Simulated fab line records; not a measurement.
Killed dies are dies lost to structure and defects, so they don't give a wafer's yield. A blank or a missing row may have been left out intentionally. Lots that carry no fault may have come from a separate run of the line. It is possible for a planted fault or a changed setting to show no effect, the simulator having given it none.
Struck lot and sound lot, side by side	flow sky130	14 out of 708 route steps
Sound: wafers L363.2, L363.4, L363.5. The struck wafers were L360.2, L360.3, L360.4. The cause comes at the end.
Per side, at each step with rows, come the tool, then ch with its chambers, and then its first start. Under that, the readings that differ: sound wafers	struck wafers	difference of the means	sigmas: that difference in standard deviations of wafers without a fault.
alike: a reading whose means differ by less than 2 such deviations, as well as words and numbers matching on both sides. not compared: withheld readings; readings where some wafer has no value; bounds like >300 that might hide an equal value; numbers whose values overlap and for which the record gives no deviation.
Wherever a step has rows on one side only, a row that says differs or no value, or a row with sigmas, the two part there. Numbers that don't overlap but have no deviation are shown without sigmas and don't part them. A reading that every wafer of one side lacks parts them only if that side has two wafers or more.

SKY_CONTACT_OVL_MEAS_15:
  sound on overlay-01 at day 38 11:50; struck on overlay-01 at day 37 09:10
  alike: CONTACT_OVL
SKY_CONTACT_ETCH_16: etches BARC in N2/H2, stops on SiO2, time 45.9 s, target depth 60 nm.
  sound on rieDiel-04 ch 0,3, day 38 11:52; struck on rieDiel-01 ch 0,1,2, day 37 09:11
  alike: drypumpMotorCurrentA, n2FlowSccm, oesProductAu, throttleValvePct
  not compared: rfHoursCounterH
SKY_CONTACT_ETCH_17: etches SiO2 in C4F8/O2/Ar, stops on Si3N4, target depth 340 nm.
  sound on rieDiel-04 ch 0,3, day 38 11:54; struck on rieDiel-01 ch 0,1,2, day 37 09:14
  alike: oesProductAu
SKY_CONTACT_ETCH_18: etches Si3N4 in CHF3/O2, stops on TiN, time 39 s, target depth 75 nm.
  sound: rieDiel-04 ch 0,3; struck: rieDiel-01 ch 0,1,2
  alike: drypumpMotorCurrentA, oesProductAu, throttleValvePct
  not compared: rfHoursCounterH
SKY_CONTACT_STRIP_19: strips in O2/N2.
  sound on plasmaAsher-02 ch 1, day 38 11:59; struck on plasmaAsher-03 ch 0,1, day 37 09:20
  alike: drypumpMotorCurrentA, n2FlowSccm, oesProductAu, stripTimeToEndpointS
  not compared: rfHoursCounterH
then, 4 steps without rows for these wafers: SKY_CONTACT_STRIP_20 (strips in post etch residue remover, time 1200 s); SKY_CONTACT_CLEAN_21 (cleans in IPA, time 180 s); SKY_CONTACT_CLEAN_22 (cleans in O3/DIW); SKY_CONTACT_SPUTTER_23 (material TiN, target thk 20 nm, time 80 s).
SKY_CONTACT_CVD_24: deposits W, target thk 340 nm, time 102.12 s.
  sound on cvdW-01 ch 0,1, day 38 12:40; struck on cvdW-01 ch 0,1, day 37 09:59
  alike: heaterPowerW
  not compared: sinceWetCleanH
SKY_CONTACT_RS_MEAS_25: a four-point-probe measurement.
  sound on filmMetro-03 at day 38 12:47; struck on filmMetro-01 at day 37 10:07
  alike: CONTACT_W_RS
SKY_CONTACT_THK_MEAS_26: measures by xrf.
  sound on filmMetro-03 at day 38 12:54; struck on filmMetro-01 at day 37 10:13
  alike: CONTACT_W_THK
SKY_CONTACT_CMP_27: polishes, stops on SiO2, t overpolish 15 s, target thk 0 nm.
  sound on cmp-01 ch 0,1,3, day 38 12:57; struck on cmp-02 ch 0,1,2, day 37 10:19
  no value came back on the struck wafers for any of 6 readings (edgeZonePressureFrac, headPressurePsi (psi) and others); on the sound wafers edgeZonePressureFrac reads 0.994 1.008 0.999
reading	sound	struck	difference	sigmas
model.W_of_CONTACT_CVD_24.thkNm (nm)	0 0 0	352.4 342.4 349.6	+348.1	
model.SiO2_of_CONTACT_HDPCVD_02.thkNm (nm)	336.8 337.5 336.5	339.4 340.3 339.1	+2.7	
-- the record jumps here: 13 days lie between the struck wafers' starts before and after (it left off in module CONTACT and takes up again in module PAD_OPEN, whose first step shown is number 708 of the route) --
SKY_PAD_OPEN_PROBE_99:
  sound on prober-02 at day 50 19:25; struck on prober-01 at day 50 00:41
reading	sound	struck	difference	sigmas
killedAtContacts	20 24 16	434 436 433	+414	+70
killedDies	78 102 85	492 492 492	+404	+41
killedOnRim	16 19 18	96 96 96	+78	+20
  alike: killed_at_M0_to_M3, killed_at_M4_up, killedAtFrontEnd, killedAtOther, killedOpen, killedShort

== WHERE THEY PART ==
At SKY_CONTACT_CMP_27 first; at SKY_PAD_OPEN_PROBE_99 last (within this record only).

WHY: the cause the simulator had injected
Step skipped in full: cmp-02, at SKY_CONTACT_CMP_27, from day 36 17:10 onward. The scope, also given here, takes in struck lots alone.
